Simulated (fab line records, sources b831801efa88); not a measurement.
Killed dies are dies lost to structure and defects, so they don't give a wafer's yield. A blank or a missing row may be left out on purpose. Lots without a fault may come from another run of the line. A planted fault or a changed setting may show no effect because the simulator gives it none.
A struck lot beside a sound one | flow gf180mcu | 15 steps out of a route of 602
Sound: wafers L337.2, L337.3, L337.4. Struck: wafers L356.1, L356.5, L356.6. The cause comes at the end.
At each step with rows: each side's tool, then ch and its chambers, then its first start. Under that, the readings that differ: sound wafers | struck wafers | difference of the means | sigmas: that difference in standard deviations of wafers without a fault.
alike: readings whose means differ by less than 2 such deviations, and words and numbers that are the same on both sides. not compared: withheld readings, readings that some wafer has no value for, bounds like >300 that may hide the same value, and numbers for which the record gives no deviation and whose values overlap.
The two part at a step that has a row with sigmas, a row that says differs or no value, or rows on one side only. Numbers that don't overlap but have no deviation are shown without sigmas and don't part them. A reading that every wafer of one side lacks parts them only if that side has two wafers or more.

first, 1 step without rows for these wafers: GF_HV_LDD_DEVELOP_06 (develop time 60 s).
GF_HV_LDD_CD_MEAS_07: target cd 400 nm.
  sound on cd_sem-02, day 10 06:38; struck on cd_sem-01, day 16 05:40
  alike: cd_nm
GF_HV_LDD_OVL_MEAS_08:
  sound on overlay-01, day 10 06:44; struck on overlay-02, day 16 05:47
  alike: HV_LDD_OVL
then, 1 step without rows for these wafers: GF_HV_LDD_IMPLANT_09.
GF_HV_LDD_STRIP_10: strips in O2/N2.
  sound on plasma_asher-01 ch 0,1, day 10 06:55; struck on plasma_asher-03 ch 0,1, day 16 05:58
  alike: drypump_motor_current_A, heater_power_w, oes_product_au, strip_time_to_endpoint_s
  not compared: rf_hours_counter_h
GF_HV_LDD_TW_MEAS_11:
  sound on film_metro-01, day 10 07:02; struck on film_metro-02, day 16 06:05
  alike: HV_LDD_TW
then, 6 steps without rows for these wafers: GF_HV_LDD_DEHYDRATE_12 (time 60 s); GF_HV_LDD_HMDS_13 (prime time 60 s); GF_HV_LDD_COAT_14 (resist thk 1000 nm); GF_HV_LDD_SOFTBAKE_15 (time 60 s); GF_HV_LDD_EXPOSE_16 (exposes mask Pplus LV AREA, target cd 400 nm); GF_HV_LDD_PEB_17.
GF_HV_LDD_DEVELOP_18: develop time 60 s.
  sound on litho_track-01 ch 0, day 11 01:17; struck on litho_track-01 ch 0, day 17 04:36
  reading              | sound             | struck            | difference | sigmas
  developer_temp_C (C) | 22.95 22.88 22.93 | 22.29 22.47 22.50 | -0.50      | -4
  alike: exhaust_pa
GF_HV_LDD_CD_MEAS_19: target cd 400 nm.
  sound on cd_sem-01, day 11 01:26; struck on cd_sem-02, day 17 04:45
  alike: cd_nm
then, 1 step without rows for these wafers: GF_PASSIVATION_PROBE_99.

WHERE THEY PART
Only at GF_HV_LDD_DEVELOP_18, within this record. Later steps at which nothing parts them and some readings are alike: GF_HV_LDD_CD_MEAS_19.

WHY: what the simulator had put in
Process parameter drift: litho_track-01, from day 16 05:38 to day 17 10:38, at GF_HV_LDD_DEVELOP_18. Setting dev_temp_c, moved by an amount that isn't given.
